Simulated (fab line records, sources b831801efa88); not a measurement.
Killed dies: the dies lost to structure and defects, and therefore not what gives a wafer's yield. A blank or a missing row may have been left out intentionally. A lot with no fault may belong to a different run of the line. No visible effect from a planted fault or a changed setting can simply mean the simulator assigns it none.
fab line records | flow gf180mcu
record: lots: 6 | wafers: 18 | lastDay: 34
route steps=602 shown MIM@507
lots untouched by any fault: they come from a run of this same line in which no faults occurred
startH: hours from the record's first day to the start of the lot's first wafer shown | waitH: hours from the lot's prior step to this one | " unchanged from the row above | L1.1+2: several wafers, shown together as one row | - either no value or no given start | * or withheld: withheld | < > ~ a bound
route shown NAME@n: names a module that has steps shown in the file, with the first one's number in the route | usual: average and standard deviation across the fault-free wafers | same: alike in all rows | chamber/n: place in a boat | sites: per-site readings | _std_site: the values' standard deviation | _edge_site: inner sites' mean taken away from outer sites' mean | radiusMm: how far each site lies from the wafer's centre | mask NAME#n: copy n | behind: the most recent tool/chamber to have shaped the wafer | hold: what put the lot on hold/how long, in hours/how the hold closed | device: the n, p or np transistor that did not switch | end of line: at the end of the route, the tests of the same wafers | a step with no rows: only its recipe | killed: dies lost to structure and defects at the first sort, not the wafer's yield | map: shows each die of a wafer: x if killed, . if not, _ if none is there
set.NAME: the setting as run; set.NAME@STEP: as run at that earlier step | model.NAME: the simulator's own value behind a step, which no gauge read
lots at some steps of the route; a table a step, a row a wafer
services: the hour from which a tool's chamber was out of use, counted from the record's first day as startH (under 0 if before that day), plus the number of hours and why
== steps ==
step: GF_MIM_SPUTTER_04
recipe: material: TiN | targetThkNm: 50 | powerW: 6500 | timeS: 41.7 | chamberPressurePa: 0.4
usual: throttleValvePct: 30.3/0.72
lot.wafer | tool          | chamber | startH | waitH | throttleValvePct
L829.1    | pvdSputter-03 | -       | 599.63 | 0.0   | 29.4
L829.2    | "             | -       | "      | "     | 30.3
L829.6    | "             | -       | "      | "     | 30.5
L838.1    | pvdSputter-03 | -       | 668.64 | 0.0   | 30.2
L838.2    | "             | -       | "      | "     | 29.5
L838.4    | "             | -       | "      | "     | 32.0
L839.2    | pvdSputter-03 | -       | 678.60 | 0.0   | 30.3
L839.3    | "             | -       | "      | "     | 31.7
L839.6    | "             | -       | "      | "     | 29.6
L844.3    | pvdSputter-01 | -       | 709.73 | 0.0   | 30.9
L844.5    | "             | -       | "      | "     | 29.5
L844.6    | "             | -       | "      | "     | 30.0
L846.2    | pvdSputter-02 | -       | 718.64 | 0.0   | 31.5
L846.4    | "             | -       | "      | "     | 29.8
L846.5    | "             | -       | "      | "     | 30.0
L848.1    | pvdSputter-02 | -       | 733.69 | 0.0   | 30.5
L848.2    | "             | -       | "      | "     | 30.1
L848.3    | "             | -       | "      | "     | 31.1
step: GF_MIM_CVD_05
recipe: material: Si3N4 | targetThkNm: 42 | tempMaxC: 400 | tempC: 385 | timeS: 29.086 | rfW: 450
usual: heaterPowerW: 661/85
lot.wafer | tool     | chamber | startH | waitH | heaterPowerW
L829.1    | pecvd-02 | 0       | 599.67 | 0.0   | 757
L829.2    | "        | 2       | "      | "     | 674
L829.6    | "        | 2       | "      | "     | 678
L838.1    | pecvd-04 | 0       | 668.68 | 0.0   | 629
L838.2    | "        | 2       | "      | "     | 478
L838.4    | "        | 0       | "      | "     | 629
L839.2    | pecvd-02 | 0       | 678.64 | 0.0   | 758
L839.3    | "        | 2       | "      | "     | 578
L839.6    | "        | 0       | "      | "     | 767
L844.3    | pecvd-02 | 2       | 709.77 | 0.0   | 594
L844.5    | "        | 2       | "      | "     | 589
L844.6    | "        | 1       | "      | "     | 568
L846.2    | pecvd-04 | 2       | 718.68 | 0.0   | 536
L846.4    | "        | 1       | "      | "     | 813
L846.5    | "        | 2       | "      | "     | 541
L848.1    | pecvd-01 | 2       | 733.73 | 0.0   | 640
L848.2    | "        | 1       | "      | "     | 751
L848.3    | "        | 1       | "      | "     | 759
step: GF_MIM_THK_MEAS_06
recipe: reads: Si3N4_of_MIM_CVD_05
usual: MIM_CVD_05_THK: 41.8/0.64
lot.wafer | tool         | chamber | startH | waitH | MIM_CVD_05_THK[nm]
L829.1    | filmMetro-01 | -       | 599.70 | 0.0   | 41.8
L829.2    | "            | -       | "      | "     | 40.7
L829.6    | "            | -       | "      | "     | 41.9
L838.1    | filmMetro-02 | -       | 668.71 | 0.0   | 41.0
L838.2    | "            | -       | "      | "     | 41.7
L838.4    | "            | -       | "      | "     | 41.8
L839.2    | filmMetro-04 | -       | 678.68 | 0.0   | 41.4
L839.3    | "            | -       | "      | "     | 41.7
L839.6    | "            | -       | "      | "     | 42.4
L844.3    | filmMetro-01 | -       | 709.82 | 0.0   | 41.1
L844.5    | "            | -       | "      | "     | 41.9
L844.6    | "            | -       | "      | "     | 42.1
L846.2    | filmMetro-01 | -       | 718.73 | 0.0   | 42.5
L846.4    | "            | -       | "      | "     | 42.6
L846.5    | "            | -       | "      | "     | 43.6
L848.1    | filmMetro-04 | -       | 733.78 | 0.0   | 40.9
L848.2    | "            | -       | "      | "     | 40.8
L848.3    | "            | -       | "      | "     | 41.4
step: GF_MIM_SPUTTER_07
recipe: material: TiN | targetThkNm: 60 | powerW: 6500 | timeS: 50 | chamberPressurePa: 0.4
usual: throttleValvePct: 30.4/0.73
lot.wafer | tool          | chamber | startH | waitH | throttleValvePct
L829.1    | pvdSputter-01 | -       | 599.76 | 0.1   | 29.6
L829.2    | "             | -       | "      | "     | 30.6
L829.6    | "             | -       | "      | "     | 30.5
L838.1    | pvdSputter-01 | -       | 668.77 | 0.1   | 29.7
L838.2    | "             | -       | "      | "     | 30.9
L838.4    | "             | -       | "      | "     | 30.7
L839.2    | pvdSputter-01 | -       | 678.73 | 0.0   | 30.1
L839.3    | "             | -       | "      | "     | 29.7
L839.6    | "             | -       | "      | "     | 30.5
L844.3    | pvdSputter-03 | -       | 709.86 | 0.0   | 29.8
L844.5    | "             | -       | "      | "     | 29.5
L844.6    | "             | -       | "      | "     | 29.4
L846.2    | pvdSputter-03 | -       | 718.78 | 0.0   | 29.3
L846.4    | "             | -       | "      | "     | 29.4
L846.5    | "             | -       | "      | "     | 32.0
L848.1    | pvdSputter-01 | -       | 733.84 | 0.1   | 29.8
L848.2    | "             | -       | "      | "     | 31.1
L848.3    | "             | -       | "      | "     | 29.8
step: GF_MIM_SPUTTER_08
recipe: material: AlCu | targetThkNm: 200 | powerW: 10600 | timeS: 10.6 | chamberPressurePa: 0.4
usual: throttleValvePct: 30.4/0.75
lot.wafer | tool          | chamber | startH | waitH | throttleValvePct
L829.1    | pvdSputter-01 | -       | 599.80 | 0.0   | 29.5
L829.2    | "             | -       | "      | "     | 30.6
L829.6    | "             | -       | "      | "     | 30.1
L838.1    | pvdSputter-01 | -       | 668.82 | 0.0   | 29.5
L838.2    | "             | -       | "      | "     | 30.9
L838.4    | "             | -       | "      | "     | 30.6
L839.2    | pvdSputter-01 | -       | 678.78 | 0.0   | 30.1
L839.3    | "             | -       | "      | "     | 29.6
L839.6    | "             | -       | "      | "     | 30.5
L844.3    | pvdSputter-03 | -       | 709.91 | 0.0   | 29.4
L844.5    | "             | -       | "      | "     | 29.3
L844.6    | "             | -       | "      | "     | 29.4
L846.2    | pvdSputter-03 | -       | 718.82 | 0.0   | 29.4
L846.4    | "             | -       | "      | "     | 29.4
L846.5    | "             | -       | "      | "     | 31.9
L848.1    | pvdSputter-01 | -       | 733.88 | 0.0   | 29.7
L848.2    | "             | -       | "      | "     | 30.9
L848.3    | "             | -       | "      | "     | 30.2
step: GF_MIM_SPUTTER_09
recipe: material: TiN | targetThkNm: 35 | powerW: 6500 | timeS: 29.2 | chamberPressurePa: 0.4
usual: throttleValvePct: 30.4/0.72
lot.wafer | tool          | chamber | startH | waitH | throttleValvePct
L829.1    | pvdSputter-01 | -       | 599.83 | 0.0   | 29.5
L829.2    | "             | -       | "      | "     | 30.5
L829.6    | "             | -       | "      | "     | 30.1
L838.1    | pvdSputter-01 | -       | 668.84 | 0.0   | 29.4
L838.2    | "             | -       | "      | "     | 31.0
L838.4    | "             | -       | "      | "     | 30.7
L839.2    | pvdSputter-01 | -       | 678.80 | 0.0   | 30.2
L839.3    | "             | -       | "      | "     | 29.6
L839.6    | "             | -       | "      | "     | 30.5
L844.3    | pvdSputter-03 | -       | 709.93 | 0.0   | 29.3
L844.5    | "             | -       | "      | "     | 29.5
L844.6    | "             | -       | "      | "     | 29.3
L846.2    | pvdSputter-03 | -       | 718.84 | 0.0   | 29.2
L846.4    | "             | -       | "      | "     | 29.4
L846.5    | "             | -       | "      | "     | 31.9
L848.1    | pvdSputter-01 | -       | 733.91 | 0.0   | 29.7
L848.2    | "             | -       | "      | "     | 31.0
L848.3    | "             | -       | "      | "     | 30.2
step: GF_MIM_RS_MEAS_10
recipe: thkMeasGauge: four-point-probe | reads: TiN_of_MIM_SPUTTER_09+AlCu_of_MIM_SPUTTER_08+TiN_of_MIM_SPUTTER_07
usual: MIM_ALCU_RS: 0.1606/0.0017
lot.wafer | tool         | chamber | startH | waitH | MIM_ALCU_RS[ohm/sq]
L829.1    | filmMetro-02 | -       | 599.86 | 0.0   | 0.1619
L829.2    | "            | -       | "      | "     | 0.1614
L829.6    | "            | -       | "      | "     | 0.1606
L838.1    | filmMetro-01 | -       | 668.87 | 0.0   | 0.1615
L838.2    | "            | -       | "      | "     | 0.1609
L838.4    | "            | -       | "      | "     | 0.1620
L839.2    | filmMetro-01 | -       | 678.85 | 0.0   | 0.1597
L839.3    | "            | -       | "      | "     | 0.1622
L839.6    | "            | -       | "      | "     | 0.1612
L844.3    | filmMetro-02 | -       | 710.00 | 0.1   | 0.1615
L844.5    | "            | -       | "      | "     | 0.1617
L844.6    | "            | -       | "      | "     | 0.1585
L846.2    | filmMetro-04 | -       | 718.90 | 0.0   | 0.1641
L846.4    | "            | -       | "      | "     | 0.1621
L846.5    | "            | -       | "      | "     | 0.1622
L848.1    | filmMetro-01 | -       | 733.94 | 0.0   | 0.1594
L848.2    | "            | -       | "      | "     | 0.1605
L848.3    | "            | -       | "      | "     | 0.1582
step: GF_MIM_THK_MEAS_11
recipe: thkMeasGauge: xrf | reads: AlCu_of_MIM_SPUTTER_08
usual: MIM_ALCU_THK: 201.8/2
lot.wafer | tool         | chamber | startH | waitH | MIM_ALCU_THK[nm]
L829.1    | filmMetro-02 | -       | 599.98 | 0.1   | 200.1
L829.2    | "            | -       | "      | "     | 200.8
L829.6    | "            | -       | "      | "     | 202.2
L838.1    | filmMetro-01 | -       | 668.99 | 0.1   | 200.8
L838.2    | "            | -       | "      | "     | 201.7
L838.4    | "            | -       | "      | "     | 200.4
L839.2    | filmMetro-01 | -       | 678.96 | 0.1   | 201.9
L839.3    | "            | -       | "      | "     | 198.7
L839.6    | "            | -       | "      | "     | 200.9
L844.3    | filmMetro-02 | -       | 710.10 | 0.1   | 200.0
L844.5    | "            | -       | "      | "     | 200.9
L844.6    | "            | -       | "      | "     | 203.2
L846.2    | filmMetro-04 | -       | 719.01 | 0.1   | 199.8
L846.4    | "            | -       | "      | "     | 202.0
L846.5    | "            | -       | "      | "     | 200.8
L848.1    | filmMetro-01 | -       | 734.06 | 0.1   | 203.5
L848.2    | "            | -       | "      | "     | 202.2
L848.3    | "            | -       | "      | "     | 205.4
step: GF_MIM_DEHYDRATE_12
recipe: tempC: 200 | timeS: 60
step: GF_MIM_HMDS_13
recipe: primeTimeS: 60 | primeTempC: 120
step: GF_MIM_COAT_14
recipe: resist: NOVOLAK | spinRpm: 3000 | resistThkNm: 1000
step: GF_MIM_SOFTBAKE_15
recipe: tempC: 90 | timeS: 60 | resist: NOVOLAK
step: GF_MIM_EXPOSE_16
recipe: maskId: FuseTop | targetCdNm: 2000 | na: 0.6 | sourceShape: conventional | sigmaOuter: 0.6 | doseMj: 140
usual: exposureDoseMJCm2: 139.99/0.13 | focusOffsetNm: -0.1/0.56
lot.wafer | tool            | chamber | startH | waitH | mask      | exposureDoseMJCm2 | focusOffsetNm
L829.1    | ilineStepper-01 | 0       | 609.55 | -     | FuseTop#0 | 140.09            | 0.2
L829.2    | "               | 0       | "      | "     | FuseTop#0 | 140.08            | 0.8
L829.6    | "               | 0       | "      | "     | FuseTop#0 | 139.91            | -0.6
L838.1    | ilineStepper-02 | -       | 677.80 | -     | FuseTop#0 | -                 | -
L838.2    | "               | -       | "      | "     | FuseTop#0 | -                 | -
L838.4    | "               | -       | "      | "     | FuseTop#0 | -                 | -
L839.2    | ilineStepper-01 | -       | 689.39 | -     | FuseTop#0 | -                 | -
L839.3    | "               | -       | "      | "     | FuseTop#0 | -                 | -
L839.6    | "               | -       | "      | "     | FuseTop#0 | -                 | -
L844.3    | ilineStepper-02 | 0       | 717.84 | -     | FuseTop#0 | 139.99            | -0.7
L844.5    | "               | 0       | "      | "     | FuseTop#0 | 140.12            | -0.2
L844.6    | "               | 0       | "      | "     | FuseTop#0 | 140.14            | -0.6
L846.2    | ilineStepper-01 | 0       | 728.51 | -     | FuseTop#0 | 140.02            | -0.4
L846.4    | "               | 0       | "      | "     | FuseTop#0 | 139.86            | -0.6
L846.5    | "               | 0       | "      | "     | FuseTop#0 | 139.79            | -0.4
L848.1    | ilineStepper-01 | 0       | 742.40 | -     | FuseTop#0 | 140.14            | -0.5
L848.2    | "               | 0       | "      | "     | FuseTop#0 | 140.18            | 0.2
L848.3    | "               | 0       | "      | "     | FuseTop#0 | 140.06            | 0.3
step: GF_MIM_PEB_17
recipe: tempC: withheld | timeS: * | resist: NOVOLAK
== services ==
tool            | chamber | startH | hours | kind
pecvd-04        | -       | 591.12 | 14.0  | pm
pecvd-04        | 0       | 591.12 | 14.0  | ventCycle
pecvd-04        | 1       | 591.12 | 14.0  | ventCycle
pecvd-04        | 2       | 591.12 | 14.0  | ventCycle
pvdSputter-02   | -       | 592.48 | 2.3   | repair
ilineStepper-02 | -       | 596.69 | 3.1   | repair
ilineStepper-02 | -       | 597.19 | 16.5  | repair
pecvd-04        | 0       | 605.12 | -     | clean
ilineStepper-01 | -       | 613.69 | 8.9   | pm
pecvd-01        | 1       | 630.12 | 23.4  | repair
pecvd-04        | 1       | 635.64 | 2.3   | repair
pvdSputter-03   | -       | 638.76 | 1.8   | repair
pvdSputter-02   | -       | 655.99 | 6.3   | repair
ilineStepper-01 | -       | 681.21 | 4.1   | repair
pvdSputter-03   | -       | 688.55 | 3.1   | repair
pecvd-02        | -       | 690.57 | 1.7   | repair
pecvd-01        | -       | 690.96 | 1.5   | repair
pecvd-02        | 1       | 692.36 | 4.8   | repair
ilineStepper-01 | -       | 699.05 | 3.1   | repair
pecvd-04        | -       | 714.14 | 2.3   | repair
ilineStepper-01 | -       | 714.20 | 1.7   | pm
pvdSputter-01   | -       | 716.96 | 1.7   | repair
pecvd-01        | 0       | 732.89 | 3.5   | repair
ilineStepper-02 | -       | 738.92 | 1.7   | pm
== key ==
firstSign: step: GF_MIM_EXPOSE_16 | reading: toolRecord | direction: missing
effect none on later readings
metAt GF_MIM_EXPOSE_16
struckWafers L838.1,L838.2,L838.4,L839.2,L839.3,L839.6
laterRowsLeftOut L838.1,L838.2,L838.4,L839.2,L839.3,L839.6
sortLeftOut L838.1,L838.2,L838.4,L839.2,L839.3,L839.6
onsetBetween 609.55 677.80
fault: kind: skippedStepWhole | tool: ilineStepper-01,ilineStepper-02 | chamber: - | onsetH: 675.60 | steps: GF_MIM_EXPOSE_16 | scope: struckLotsOnly
sortLeftOut: the simulated sort isn't trusted on such a fault, so these wafers' sort isn't shown, and their yield isn't known
laterRowsLeftOut: the simulator's readings of these wafers behind a module that went badly wrong aren't trusted and aren't shown, but for the sort
